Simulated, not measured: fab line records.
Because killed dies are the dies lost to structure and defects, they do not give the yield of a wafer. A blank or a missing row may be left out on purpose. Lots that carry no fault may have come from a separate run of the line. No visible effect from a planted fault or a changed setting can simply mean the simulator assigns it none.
fab line records	flow gf180mcu	part 1 of 2: steps 1 to 31 of 40
record lots=5	wafers=15	lastDay=33
route steps=602 shown HV_LDD@197 NSD@235
lots that met no fault: taken from a fault-free run of the same line
startH: hours from the record's opening day to when the first of the lot's shown wafers began	waitH: hours since the lot's step before	" same as the row above	L1.1+2: a row that stands for several wafers	- either no value or no given start	* or withheld: withheld	< > ~ a bound
route shown NAME@n: NAME is a module with steps in the file, n the number in the route of the first one	usual: average and standard deviation across the fault-free wafers	same: alike in all rows	chamber/n: place in a boat	sites: per-site readings	_std_site: standard deviation across them	_edge_site: mean of outer sites minus mean of inner sites	radiusMm: for every site, how far away it sits from the centre of the wafer	mask NAME#n: copy n	behind: the tool/chamber that last shaped the wafer	hold: reason for holding the lot/hours on hold/outcome of the hold	device: the transistor (n, p or np) that didn't switch	end of line: tests of these same wafers at the route's end	a step given without rows: its recipe and nothing more	killed: at the first sort, the dies lost to defects and structure; wafer yield is something else	map: the dies of a wafer, with x for killed, . for not killed, _ for no die there
set.NAME: the setting as run; set.NAME@STEP: as run at that earlier step	model.NAME: the simulator's own value behind a step, which no gauge read
certain route steps with their lots: each step a table, each wafer a row
services: from which hour (startH, from the record's first day; less than 0 if before it) a tool's chamber was out of use, for how many hours, and why
## steps
# step GF_HV_LDD_IMPLANT_21
# recipe species=BF2	energyKev=25	doseCm2=5e+13	tiltDeg=7
lot.wafer	tool	chamber	startH	waitH
L078.2+5+6	implanter-02	0	264.69	0.0
L080.3+5+6	implanter-01	0	277.86	0.1
L083.2+3+5	implanter-03	0	303.86	0.0
L084.2+5+6	implanter-02	0	313.14	0.0
L093.2+3+6	implanter-01	0	379.43	0.0
# step GF_HV_LDD_STRIP_22
# recipe chemistry=O2/N2	powerW=1400	pressureMtorr=1500	platenTempC=250	o2FlowSccm=3000	n2FlowSccm=300	overashFraction=0.5
# usual drypumpMotorCurrentA=5.7/0.45	heaterPowerW=327/21	n2FlowSccm=299.8/0.91	oesProductAu=0.716/0.0043	stripTimeToEndpointS=12.64/0.03
lot.wafer	tool	chamber	startH	waitH	drypumpMotorCurrentA	heaterPowerW	n2FlowSccm	oesProductAu	rfHoursCounterH	stripTimeToEndpointS
L078.2	plasmaAsher-04	1	264.81	0.1	6.2	329	297.1	0.716	59	12.66
L078.5	"	1	"	"	6.2	339	299.9	0.711	-	12.65
L078.6	"	0	"	"	6.2	324	300.5	0.718	-	12.62
L080.3	plasmaAsher-04	1	277.99	0.1	6.2	317	298.4	0.724	-	12.60
L080.5	"	0	"	"	6.2	325	299.9	0.722	-	12.60
L080.6	"	1	"	"	6.2	326	299.2	0.713	-	12.61
L083.2	plasmaAsher-04	1	303.98	0.1	6.2	339	298.8	0.711	63	12.65
L083.3	"	0	"	"	6.2	322	299.5	0.715	-	12.63
L083.5	"	0	"	"	6.3	333	301.3	0.719	-	12.61
L084.2	plasmaAsher-02	1	313.26	0.1	5.2	309	298.9	0.719	20	12.61
L084.5	"	0	"	"	5.4	286	300.3	0.709	-	12.64
L084.6	"	1	"	"	5.2	312	298.7	0.723	-	12.65
L093.2	plasmaAsher-04	0	379.56	0.1	6.2	317	300.4	0.712	70	12.68
L093.3	"	0	"	"	6.2	329	300.7	0.722	-	12.71
L093.6	"	1	"	"	6.2	340	299.8	0.714	-	12.70
# step GF_HV_LDD_TW_MEAS_23
# usual HV_LDD_2_TW=1056/12
lot.wafer	tool	chamber	startH	waitH	HV_LDD_2_TW
L078.2	filmMetro-01	-	264.92	0.1	1069
L078.5	"	-	"	"	1066
L078.6	"	-	"	"	1068
L080.3	filmMetro-02	-	278.08	0.1	1055
L080.5	"	-	"	"	1052
L080.6	"	-	"	"	1059
L083.2	filmMetro-01	-	304.09	0.1	1066
L083.3	"	-	"	"	1064
L083.5	"	-	"	"	1053
L084.2	filmMetro-01	-	313.37	0.1	1069
L084.5	"	-	"	"	1066
L084.6	"	-	"	"	1069
L093.2	filmMetro-04	-	379.67	0.1	1048
L093.3	"	-	"	"	1046
L093.6	"	-	"	"	1043
# step GF_HV_LDD_DEHYDRATE_24
# recipe tempC=200	timeS=60
lot.wafer	tool	chamber	startH	waitH
L078.2+5+6	lithoTrack-04	0	273.73	8.8
L080.3+5+6	lithoTrack-04	0	287.16	9.1
L083.2+3+5	lithoTrack-01	0	313.10	9.0
L084.2+5+6	lithoTrack-04	0	322.88	9.5
L093.2+3+6	lithoTrack-01	0	390.80	11.1
# step GF_HV_LDD_HMDS_25
# recipe primeTimeS=60	primeTempC=120
# same primeTimeS=60
lot.wafer	tool	chamber	startH	waitH
L078.2+5+6	lithoTrack-04	0	273.88	0.1
L080.3+5+6	lithoTrack-04	0	287.31	0.1
L083.2+3+5	lithoTrack-01	0	313.25	0.1
L084.2+5+6	lithoTrack-04	0	323.03	0.1
L093.2+3+6	lithoTrack-01	0	390.95	0.1
# step GF_HV_LDD_COAT_26
# recipe resist=NOVOLAK	spinRpm=3000	resistThkNm=1000
lot.wafer	tool	chamber	startH	waitH
L078.2+5+6	lithoTrack-04	0	274.03	0.1
L080.3+5+6	lithoTrack-04	0	287.46	0.1
L083.2+3+5	lithoTrack-01	0	313.40	0.1
L084.2+5+6	lithoTrack-04	0	323.18	0.1
L093.2+3+6	lithoTrack-01	0	391.10	0.1
# step GF_HV_LDD_SOFTBAKE_27
# recipe tempC=90	timeS=60	resist=NOVOLAK
lot.wafer	tool	chamber	startH	waitH
L078.2+5+6	lithoTrack-04	0	274.18	0.1
L080.3+5+6	lithoTrack-04	0	287.61	0.1
L083.2+3+5	lithoTrack-01	0	313.55	0.1
L084.2+5+6	lithoTrack-04	0	323.33	0.1
L093.2+3+6	lithoTrack-01	0	391.25	0.1
# step GF_HV_LDD_EXPOSE_28
# recipe maskId=Nplus_HV_AREA	targetCdNm=400	na=0.6	sourceShape=conventional	sigmaOuter=0.6	doseMj=140
# usual focusOffsetNm=0.1/0.46
lot.wafer	tool	chamber	startH	waitH	mask	focusOffsetNm
L078.2	ilineStepper-01	0	-	-	Nplus_HV_AREA#0	-0.2
L078.5	"	0	"	"	Nplus_HV_AREA#0	-0.9
L078.6	"	0	"	"	Nplus_HV_AREA#0	0.5
L080.3	ilineStepper-01	0	-	-	Nplus_HV_AREA#0	0.6
L080.5	"	0	"	"	Nplus_HV_AREA#0	0.5
L080.6	"	0	"	"	Nplus_HV_AREA#0	0.2
L083.2	ilineStepper-01	0	-	-	Nplus_HV_AREA#0	0.1
L083.3	"	0	"	"	Nplus_HV_AREA#0	0.8
L083.5	"	0	"	"	Nplus_HV_AREA#0	0.1
L084.2	ilineStepper-02	0	-	-	Nplus_HV_AREA#0	-0.4
L084.5	"	0	"	"	Nplus_HV_AREA#0	1.1
L084.6	"	0	"	"	Nplus_HV_AREA#0	0.3
L093.2	ilineStepper-02	0	-	-	Nplus_HV_AREA#0	-0.6
L093.3	"	0	"	"	Nplus_HV_AREA#0	-0.2
L093.6	"	0	"	"	Nplus_HV_AREA#0	0.0
# step GF_HV_LDD_PEB_29
# recipe tempC=withheld	timeS=*	resist=NOVOLAK
lot.wafer	tool	chamber	startH	waitH
L078.2+5+6	lithoTrack-04	0	-	-
L080.3+5+6	lithoTrack-01	0	-	-
L083.2+3+5	lithoTrack-03	0	-	-
L084.2+5+6	lithoTrack-04	0	-	-
L093.2+3+6	lithoTrack-03	0	-	-
# step GF_HV_LDD_DEVELOP_30
# recipe developTimeS=60	devTempC=23
# usual developerTempC=23.01/0.094
lot.wafer	tool	chamber	startH	waitH	developerTempC
L078.2	lithoTrack-04	0	283.08	0.1	23.06
L078.5	"	0	"	"	23.01
L078.6	"	0	"	"	22.85
L080.3	lithoTrack-01	0	296.78	0.1	22.87
L080.5	"	0	"	"	22.92
L080.6	"	0	"	"	22.97
L083.2	lithoTrack-03	0	323.98	0.1	22.98
L083.3	"	0	"	"	23.06
L083.5	"	0	"	"	22.89
L084.2	lithoTrack-04	0	333.88	0.1	23.12
L084.5	"	0	"	"	22.88
L084.6	"	0	"	"	23.09
L093.2	lithoTrack-03	0	402.88	0.1	23.04
L093.3	"	0	"	"	23.21
L093.6	"	0	"	"	22.93
# step GF_HV_LDD_CD_MEAS_31
# recipe targetCdNm=400
# usual cdNm=400.4/2.5
lot.wafer	tool	chamber	startH	waitH	cdNm
L078.2	cdSem-02	-	283.23	0.1	398.9
L078.5	"	-	"	"	399.7
L078.6	"	-	"	"	398.3
L080.3	cdSem-01	-	296.92	0.1	400.0
L080.5	"	-	"	"	400.5
L080.6	"	-	"	"	399.3
L083.2	cdSem-02	-	324.12	0.1	397.9
L083.3	"	-	"	"	397.6
L083.5	"	-	"	"	397.8
L084.2	cdSem-02	-	334.02	0.1	403.4
L084.5	"	-	"	"	402.1
L084.6	"	-	"	"	400.5
L093.2	cdSem-01	-	403.02	0.1	398.8
L093.3	"	-	"	"	401.2
L093.6	"	-	"	"	397.7
# step GF_HV_LDD_OVL_MEAS_32
# usual HV_LDD_02_OVL=1.2/1.4
lot.wafer	tool	chamber	startH	waitH	HV_LDD_02_OVL[nm]
L078.2	overlay-01	-	283.33	0.1	-0.2
L078.5	"	-	"	"	-1.6
L078.6	"	-	"	"	-1.1
L080.3	overlay-01	-	297.01	0.1	-1.4
L080.5	"	-	"	"	-1.2
L080.6	"	-	"	"	0.6
L083.2	overlay-01	-	324.23	0.1	2.0
L083.3	"	-	"	"	0.9
L083.5	"	-	"	"	1.4
L084.2	overlay-02	-	334.13	0.1	3.9
L084.5	"	-	"	"	3.0
L084.6	"	-	"	"	2.5
L093.2	overlay-01	-	403.13	0.1	2.2
L093.3	"	-	"	"	0.9
L093.6	"	-	"	"	2.2
# step GF_HV_LDD_IMPLANT_33
# recipe species=P	energyKev=60	doseCm2=7.5e+12	tiltDeg=30	rotationDeg=0
lot.wafer	tool	chamber	startH	waitH
L078.2+5+6	implanter-01	0	283.39	0.0
L080.3+5+6	implanter-02	0	297.08	0.1
L083.2+3+5	implanter-03	0	324.28	0.0
L084.2+5+6	implanter-01	0	334.19	0.0
L093.2+3+6	implanter-03	0	403.18	0.0
# step GF_HV_LDD_IMPLANT_34
# recipe species=P	energyKev=60	doseCm2=7.5e+12	tiltDeg=30	rotationDeg=90
lot.wafer	tool	chamber	startH	waitH
L078.2+5+6	implanter-01	0	283.54	0.1
L080.3+5+6	implanter-02	0	297.23	0.1
L083.2+3+5	implanter-03	0	324.43	0.1
L084.2+5+6	implanter-01	0	334.34	0.1
L093.2+3+6	implanter-03	0	403.33	0.1
# step GF_HV_LDD_IMPLANT_35
# recipe species=P	energyKev=60	doseCm2=7.5e+12	tiltDeg=30	rotationDeg=180
lot.wafer	tool	chamber	startH	waitH
L078.2+5+6	implanter-01	0	283.69	0.1
L080.3+5+6	implanter-02	0	297.38	0.1
L083.2+3+5	implanter-03	0	324.58	0.1
L084.2+5+6	implanter-01	0	334.49	0.1
L093.2+3+6	implanter-03	0	403.48	0.1
# step GF_HV_LDD_IMPLANT_36
# recipe species=P	energyKev=60	doseCm2=7.091e+12	tiltDeg=30	rotationDeg=270
lot.wafer	tool	chamber	startH	waitH
L078.2+5+6	implanter-01	0	283.84	0.1
L080.3+5+6	implanter-02	0	297.53	0.1
L083.2+3+5	implanter-03	0	324.73	0.1
L084.2+5+6	implanter-01	0	334.64	0.1
L093.2+3+6	implanter-03	0	403.63	0.1
# step GF_HV_LDD_STRIP_37
# recipe chemistry=O2/N2	powerW=1400	pressureMtorr=1500	platenTempC=250	o2FlowSccm=3000	n2FlowSccm=300	overashFraction=0.5
# usual drypumpMotorCurrentA=5.7/0.45	heaterPowerW=326/21	n2FlowSccm=300.0/0.88	oesProductAu=0.717/0.005	stripTimeToEndpointS=12.63/0.039
lot.wafer	tool	chamber	startH	waitH	drypumpMotorCurrentA	heaterPowerW	n2FlowSccm	oesProductAu	rfHoursCounterH	stripTimeToEndpointS
L078.2	plasmaAsher-02	1	283.96	0.1	5.2	313	299.3	0.717	17	12.64
L078.5	"	0	"	"	5.3	299	299.2	0.716	-	12.69
L078.6	"	1	"	"	5.2	311	299.4	0.716	-	12.69
L080.3	plasmaAsher-03	0	297.67	0.1	6.1	357	299.4	0.719	-	12.63
L080.5	"	0	"	"	6.1	356	299.4	0.712	-	12.64
L080.6	"	1	"	"	5.4	333	301.8	0.729	-	12.69
L083.2	plasmaAsher-04	1	324.86	0.1	6.2	337	300.1	0.715	65	12.70
L083.3	"	0	"	"	6.2	332	299.8	0.712	-	12.63
L083.5	"	1	"	"	6.2	332	300.1	0.713	-	12.68
L084.2	plasmaAsher-02	1	334.76	0.1	5.2	313	301.5	0.717	22	12.64
L084.5	"	0	"	"	5.4	289	298.2	0.711	-	12.60
L084.6	"	1	"	"	5.2	320	300.3	0.719	-	12.62
L093.2	plasmaAsher-04	1	403.76	0.1	6.2	326	299.7	0.722	72	12.64
L093.3	"	0	"	"	6.2	327	302.0	0.706	-	12.62
L093.6	"	0	"	"	6.2	328	302.0	0.718	-	12.63
# step GF_HV_LDD_TW_MEAS_38
# usual HV_LDD_3_TW=1427/16
lot.wafer	tool	chamber	startH	waitH	HV_LDD_3_TW
L078.2	filmMetro-04	-	284.07	0.1	1410
L078.5	"	-	"	"	1404
L078.6	"	-	"	"	1406
L080.3	filmMetro-01	-	297.75	0.1	1444
L080.5	"	-	"	"	1443
L080.6	"	-	"	"	1437
L083.2	filmMetro-02	-	324.97	0.1	1431
L083.3	"	-	"	"	1426
L083.5	"	-	"	"	1423
L084.2	filmMetro-04	-	334.87	0.1	1414
L084.5	"	-	"	"	1411
L084.6	"	-	"	"	1407
L093.2	filmMetro-04	-	403.87	0.1	1401
L093.3	"	-	"	"	1413
L093.6	"	-	"	"	1416
# step GF_HV_LDD_DEHYDRATE_39
# recipe tempC=200	timeS=60
lot.wafer	tool	chamber	startH	waitH
L078.2+5+6	lithoTrack-01	0	293.10	9.0
L080.3+5+6	lithoTrack-01	0	307.58	9.8
L083.2+3+5	lithoTrack-04	0	335.13	10.2
L084.2+5+6	lithoTrack-01	0	345.10	10.2
L093.2+3+6	lithoTrack-03	0	414.68	10.8
# step GF_HV_LDD_HMDS_40
# recipe primeTimeS=60	primeTempC=120
# same primeTimeS=60
lot.wafer	tool	chamber	startH	waitH
L078.2+5+6	lithoTrack-01	0	293.25	0.1
L080.3+5+6	lithoTrack-01	0	307.73	0.1
L083.2+3+5	lithoTrack-04	0	335.28	0.1
L084.2+5+6	lithoTrack-01	0	345.25	0.1
L093.2+3+6	lithoTrack-03	0	414.83	0.1
# step GF_HV_LDD_COAT_41
# recipe resist=NOVOLAK	spinRpm=3000	resistThkNm=1000
lot.wafer	tool	chamber	startH	waitH
L078.2+5+6	lithoTrack-01	0	293.40	0.1
L080.3+5+6	lithoTrack-01	0	307.88	0.1
L083.2+3+5	lithoTrack-04	0	335.43	0.1
L084.2+5+6	lithoTrack-01	0	345.40	0.1
L093.2+3+6	lithoTrack-03	0	414.98	0.1
# step GF_HV_LDD_SOFTBAKE_42
# recipe tempC=90	timeS=60	resist=NOVOLAK
lot.wafer	tool	chamber	startH	waitH
L078.2+5+6	lithoTrack-01	0	293.55	0.1
L080.3+5+6	lithoTrack-01	0	308.03	0.1
L083.2+3+5	lithoTrack-04	0	335.58	0.1
L084.2+5+6	lithoTrack-01	0	345.55	0.1
L093.2+3+6	lithoTrack-03	0	415.13	0.1
# step GF_HV_LDD_EXPOSE_43
# recipe maskId=Pplus_HV_AREA	targetCdNm=400	na=0.6	sourceShape=conventional	sigmaOuter=0.6	doseMj=140
# usual focusOffsetNm=0.0/0.53
lot.wafer	tool	chamber	startH	waitH	mask	focusOffsetNm
L078.2	ilineStepper-01	0	-	-	Pplus_HV_AREA#0	-0.8
L078.5	"	0	"	"	Pplus_HV_AREA#0	-0.1
L078.6	"	0	"	"	Pplus_HV_AREA#0	0.1
L080.3	ilineStepper-02	0	-	-	Pplus_HV_AREA#0	0.0
L080.5	"	0	"	"	Pplus_HV_AREA#0	-0.4
L080.6	"	0	"	"	Pplus_HV_AREA#0	0.5
L083.2	ilineStepper-01	0	-	-	Pplus_HV_AREA#0	-0.5
L083.3	"	0	"	"	Pplus_HV_AREA#0	-0.9
L083.5	"	0	"	"	Pplus_HV_AREA#0	-0.1
L084.2	ilineStepper-01	0	-	-	Pplus_HV_AREA#0	0.7
L084.5	"	0	"	"	Pplus_HV_AREA#0	0.1
L084.6	"	0	"	"	Pplus_HV_AREA#0	0.5
L093.2	ilineStepper-01	0	-	-	Pplus_HV_AREA#0	0.5
L093.3	"	0	"	"	Pplus_HV_AREA#0	0.5
L093.6	"	0	"	"	Pplus_HV_AREA#0	0.3
# step GF_HV_LDD_PEB_44
# recipe tempC=withheld	timeS=*	resist=NOVOLAK
lot.wafer	tool	chamber	startH	waitH
L078.2+5+6	lithoTrack-04	0	-	-
L080.3+5+6	lithoTrack-04	0	-	-
L083.2+3+5	lithoTrack-03	0	-	-
L084.2+5+6	lithoTrack-04	0	-	-
L093.2+3+6	lithoTrack-03	0	-	-
# step GF_HV_LDD_DEVELOP_45
# recipe developTimeS=60	devTempC=24.08
# usual developerTempC=24.08/0.11
lot.wafer	tool	chamber	startH	waitH	developerTempC
L078.2	lithoTrack-04	0	302.93	0.1	24.23
L078.5	"	0	"	"	24.24
L078.6	"	0	"	"	23.96
L080.3	lithoTrack-04	0	317.75	0.1	23.93
L080.5	"	0	"	"	23.97
L080.6	"	0	"	"	23.81
L083.2	lithoTrack-03	0	346.08	0.1	23.96
L083.3	"	0	"	"	24.08
L083.5	"	0	"	"	24.14
L084.2	lithoTrack-04	0	356.63	0.1	24.02
L084.5	"	0	"	"	24.11
L084.6	"	0	"	"	24.28
L093.2	lithoTrack-03	0	427.28	0.1	24.06
L093.3	"	0	"	"	24.04
L093.6	"	0	"	"	24.16
# step GF_HV_LDD_CD_MEAS_46
# recipe targetCdNm=400
# usual cdNm=396.4/2.1
lot.wafer	tool	chamber	startH	waitH	cdNm
L078.2	cdSem-02	-	303.08	0.1	396.8
L078.5	"	-	"	"	395.2
L078.6	"	-	"	"	395.8
L080.3	cdSem-02	-	317.89	0.1	395.7
L080.5	"	-	"	"	394.7
L080.6	"	-	"	"	394.0
L083.2	cdSem-01	-	346.22	0.1	395.3
L083.3	"	-	"	"	398.8
L083.5	"	-	"	"	395.6
L084.2	cdSem-01	-	356.77	0.1	399.4
L084.5	"	-	"	"	398.3
L084.6	"	-	"	"	396.6
L093.2	cdSem-02	-	427.42	0.1	399.7
L093.3	"	-	"	"	399.1
L093.6	"	-	"	"	399.7
# step GF_HV_LDD_OVL_MEAS_47
# usual HV_LDD_03_OVL=1.2/1.4
lot.wafer	tool	chamber	startH	waitH	HV_LDD_03_OVL[nm]
L078.2	overlay-02	-	303.18	0.1	1.4
L078.5	"	-	"	"	-0.1
L078.6	"	-	"	"	1.7
L080.3	overlay-02	-	317.99	0.1	2.6
L080.5	"	-	"	"	0.3
L080.6	"	-	"	"	2.5
L083.2	overlay-02	-	346.33	0.1	3.5
L083.3	"	-	"	"	2.7
L083.5	"	-	"	"	2.0
L084.2	overlay-02	-	356.88	0.1	0.3
L084.5	"	-	"	"	1.9
L084.6	"	-	"	"	0.9
L093.2	overlay-02	-	427.53	0.1	1.9
L093.3	"	-	"	"	2.4
L093.6	"	-	"	"	1.7
# step GF_HV_LDD_IMPLANT_48
# recipe species=B	energyKev=25	doseCm2=3e+13	tiltDeg=7
lot.wafer	tool	chamber	startH	waitH
L078.2+5+6	implanter-01	0	303.24	0.0
L080.3+5+6	implanter-03	0	318.06	0.1
L083.2+3+5	implanter-01	0	346.38	0.0
L084.2+5+6	implanter-01	0	356.94	0.0
L093.2+3+6	implanter-03	0	427.58	0.0
# step GF_HV_LDD_STRIP_49
# recipe chemistry=O2/N2	powerW=1400	pressureMtorr=1500	platenTempC=250	o2FlowSccm=3000	n2FlowSccm=300	overashFraction=0.5
# usual drypumpMotorCurrentA=5.7/0.46	heaterPowerW=322/21	n2FlowSccm=299.9/0.87	oesProductAu=0.715/0.0047	stripTimeToEndpointS=12.64/0.043
lot.wafer	tool	chamber	startH	waitH	drypumpMotorCurrentA	heaterPowerW	n2FlowSccm	oesProductAu	rfHoursCounterH	stripTimeToEndpointS
L078.2	plasmaAsher-02	1	303.36	0.1	5.2	312	299.5	0.708	19	12.62
L078.5	"	1	"	"	5.2	322	299.5	0.717	-	12.67
L078.6	"	0	"	"	5.4	299	299.2	0.725	-	12.67
L080.3	plasmaAsher-02	0	318.19	0.1	5.4	290	299.1	0.715	-	12.67
L080.5	"	0	"	"	5.4	293	300.6	0.715	-	12.67
L080.6	"	1	"	"	5.2	319	300.1	0.716	-	12.68
L083.2	plasmaAsher-04	0	346.51	0.1	6.2	326	299.6	0.718	67	12.60
L083.3	"	0	"	"	6.2	327	299.1	0.718	-	12.65
L083.5	"	1	"	"	6.2	336	300.7	0.714	-	12.61
L084.2	plasmaAsher-04	0	357.06	0.1	6.2	322	299.5	0.713	68	12.68
L084.5	"	1	"	"	6.2	333	300.6	0.719	-	12.66
L084.6	"	0	"	"	6.2	328	299.0	0.718	-	12.67
L093.2	plasmaAsher-03	1	427.71	0.1	5.3	323	300.2	0.717	82	12.70
L093.3	"	0	"	"	6.1	352	301.1	0.723	-	12.68
L093.6	"	1	"	"	5.3	336	301.0	0.720	-	12.67
# step GF_HV_LDD_TW_MEAS_50
# usual HV_LDD_4_TW=571/6.1
lot.wafer	tool	chamber	startH	waitH	HV_LDD_4_TW
L078.2	filmMetro-02	-	303.47	0.1	573
L078.5	"	-	"	"	570
L078.6	"	-	"	"	572
L080.3	filmMetro-01	-	318.28	0.1	577
L080.5	"	-	"	"	575
L080.6	"	-	"	"	576
L083.2	filmMetro-02	-	346.62	0.1	571
L083.3	"	-	"	"	574
L083.5	"	-	"	"	570
L084.2	filmMetro-02	-	357.17	0.1	572
L084.5	"	-	"	"	576
L084.6	"	-	"	"	572
L093.2	filmMetro-02	-	427.82	0.1	572
L093.3	"	-	"	"	573
L093.6	"	-	"	"	571
# step GF_HV_LDD_CLEAN_51
# recipe chemistry=SC1/SC2	mix=1:4:20	tempC=70	timeS=150	dry=n2Spin
lot.wafer	tool	chamber	startH	waitH
L078.2+5+6	wetBench-01	2	303.52	0.0
L080.3+5+6	wetBench-01	3	318.32	0.0
L083.2+3+5	wetBench-03	1	346.67	0.0
L084.2+5+6	wetBench-01	0	357.22	0.0
L093.2+3+6	wetBench-03	1	427.87	0.0
